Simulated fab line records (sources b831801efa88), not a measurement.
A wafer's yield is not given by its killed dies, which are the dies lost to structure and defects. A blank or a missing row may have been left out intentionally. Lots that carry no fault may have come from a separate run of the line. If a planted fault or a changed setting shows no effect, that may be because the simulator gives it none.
A lot that was struck, set against a sound lot ; flow sky130 ; 33 out of 708 route steps
Sound: the wafers L586.1, L586.3, L586.5. Wafers struck: L594.1, L594.4, L594.5. The cause is named last.
Per side, at each step with rows, come the tool, then ch with its chambers, and then its first start. Under that, the readings that differ: sound wafers ; struck wafers ; difference of the means ; sigmas: that difference in standard deviations of wafers without a fault.
alike: words and numbers the same on both sides, and readings whose means are apart by under 2 such deviations; not compared: readings that were withheld, readings missing a value for some wafer, numbers with overlapping values and no deviation given by the record, and bounds like >300 which may hide the same value.
A row with sigmas, a row that says differs or no value, or rows on one side alone: a step with any of these is where the two part. Numbers that don't overlap but have no deviation are shown without sigmas and don't part them. Lack of a reading on every wafer of one side parts them only where that side has two or more wafers.

first, 7 steps without rows for these wafers: SKY_SONOS_TUNNEL_DEVELOP_06 (develop time 60 s); SKY_SONOS_TUNNEL_IMPLANT_09; SKY_SONOS_TUNNEL_WET_ETCH_10 (etches SiO2 in dHF, target depth 14 nm, time 280 s); SKY_SONOS_TUNNEL_STRIP_11 (strips in SPM, time 600 s); SKY_SONOS_TUNNEL_CLEAN_13 (cleans in dHF, time 20 s); SKY_SONOS_ONO_OXIDATION_00 (stabilise 600 s, purge 300 s, target thk 2.6 nm); SKY_SONOS_ONO_CVD_02 (deposits Si3N4 from DCS/NH3, target thk 10.5 nm, time 180 s).
SKY_SONOS_ONO_CVD_04: deposits SiO2 from SiH4/N2O, target thk 5.7199 nm.
  sound on lpcvd-03 ch 1, day 12 12:53; struck on lpcvd-03 ch 1, day 15 01:09
reading;sound;struck;difference;sigmas
spikeTcBottomC (C);914.6 915.5 914.9;908.4 908.7 908.6;-6.4;-4
spikeTcCentreC (C);900.2 900.2 899.2;894.9 896.6 896.3;-3.9;-4
spikeTcLowerC (C);899.7 898.7 900.0;932.4 933.4 932.3;+33.2;+24
zonePowerBottomPct (%);25.3 25.2 25.0;20.5 20.3 20.1;-4.9;-3
zonePowerCentrePct (%);18.0 18.1 18.0;12.2 12.2 12.1;-5.9;-8
zonePowerLowerPct (%);16.3 15.8 16.0;28.4 28.5 28.5;+12.4;+5
model.SiO2_of_SONOS_ONO_CVD_04.thkNm (nm);5.541 5.562 5.526;6.548 5.943 5.91;+0.591;
SKY_SONOS_ONO_THK_MEAS_05:
  sound on filmMetro-03, day 12 14:46; struck on filmMetro-01, day 15 02:38
reading;sound;struck;difference;sigmas
SONOS_ONO_CVD_04_THK (nm);5.56 5.55 5.56;6.57 5.92 5.91;+0.58;+5
  not compared: hold
then, 22 steps without rows for these wafers: SKY_SONOS_ONO_HMDS_07 (prime time 60 s); SKY_SONOS_ONO_COAT_08 (resist thk 1140 nm); SKY_SONOS_ONO_SOFTBAKE_09 (time 60 s); SKY_SONOS_ONO_EXPOSE_10 (exposes mask ONOM, target cd 410 nm); SKY_SONOS_ONO_PEB_11; SKY_SONOS_ONO_DEVELOP_12 (develop time 60 s); SKY_SONOS_ONO_ETCH_15 (etches the open film in CHF3/O2, target depth 19.52 nm, time 7.8 s); SKY_SONOS_ONO_WET_ETCH_16 (etches SiO2 in dHF, target depth 14 nm, time 280 s); SKY_SONOS_ONO_STRIP_17 (strips in O2/N2); SKY_SONOS_ONO_WET_ETCH_18 (etches Si3N4 in H3PO4, target depth 15 nm, time 172 s); SKY_GATE_OXIDE_CLEAN_00 (cleans in SC1/SC2, time 150 s); SKY_GATE_OXIDE_OXIDATION_01 (stabilise 600 s, purge 300 s, target thk 10.268 nm); SKY_GATE_OXIDE_DEHYDRATE_03 (time 60 s); SKY_GATE_OXIDE_HMDS_04 (prime time 60 s); SKY_GATE_OXIDE_COAT_05 (resist thk 1140 nm); SKY_GATE_OXIDE_SOFTBAKE_06 (time 60 s); SKY_GATE_OXIDE_EXPOSE_07 (exposes mask LVOM, target cd 600 nm); SKY_GATE_OXIDE_PEB_08; SKY_GATE_OXIDE_DEVELOP_09 (develop time 60 s); SKY_GATE_OXIDE_IMPLANT_11; SKY_GATE_OXIDE_WET_ETCH_12 (etches SiO2 in dHF, target depth 16.8 nm, time 336 s); SKY_GATE_OXIDE_STRIP_13 (strips in O2/N2).
-- the record jumps here: 2 days lie between the struck wafers' starts before and after --
SKY_GATE_OXIDE_CLEAN_15: cleans in SC1/SC2, time 150 s.
  sound on wetBench-01 ch 0, day 14 19:42; struck on wetBench-01 ch 3, day 17 14:06
reading;sound;struck;difference;sigmas
model.SiO2_of_SONOS_ONO_CVD_04.thkNm (nm);4.016 4.034 3.989;5.035 4.42 4.389;+0.602;
  alike: tempC
-- record jumps: 31 days separate the struck wafers' starts on either side; left off in module GATE_OXIDE, taken up again in module PAD_OPEN, whose first shown step is the route's number 708 --
SKY_PAD_OPEN_PROBE_99:
  sound on prober-01, day 46 11:32; struck on prober-01, day 48 08:36
reading;sound;struck;difference;sigmas
model.etest.sonosErased.driveUaUm;216.6 229.9 216.3;143.2 157 160.8;-67.3;
model.etest.sonosUncharged.rOnOhmUm;799.7 796.6 798;846.9 817.5 803.6;+24.6;
model.etest.capOno.gateLog10ACm2;-7.523 -7.553 -7.362;-8.964 -8.142 -8.098;-0.922;
model.etest.capOno.gateBvV (V);16.19 16.1 15.34;17.33 16.72 16.67;+1.03;
model.etest.sonosProgrammed.offLog10AUm;-14.07 -14.04 -14.08;-13.87 -13.86 -14.01;+0.15;
model.etest.capOno.toxAccNm (nm);12.56 12.5 12.5;13.72 13.07 13.05;+0.76;
model.etest.sonosProgrammed.vtV (V);1.583 1.628 1.638;1.062 1.359 1.417;-0.337;
model.etest.sonosErased.vtV (V);-2.431 -2.441 -2.451;-1.846 -2.157 -2.166;+0.385;
  alike: killed_at_M0_to_M3, killed_at_M4_up, killedAtContacts, killedAtFrontEnd, killedAtOther, killedDies, killedOpen, killedShort

## WHERE THEY PART
Last at SKY_SONOS_ONO_THK_MEAS_05 as far as this record goes, first at SKY_SONOS_ONO_CVD_04. Later steps at which nothing parts them and some readings are alike: SKY_GATE_OXIDE_CLEAN_15, SKY_PAD_OPEN_PROBE_99.

WHY: whatever the simulator had introduced
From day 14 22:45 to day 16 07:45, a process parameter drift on lpcvd-03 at SKY_SONOS_ONO_CVD_04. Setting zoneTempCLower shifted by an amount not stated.
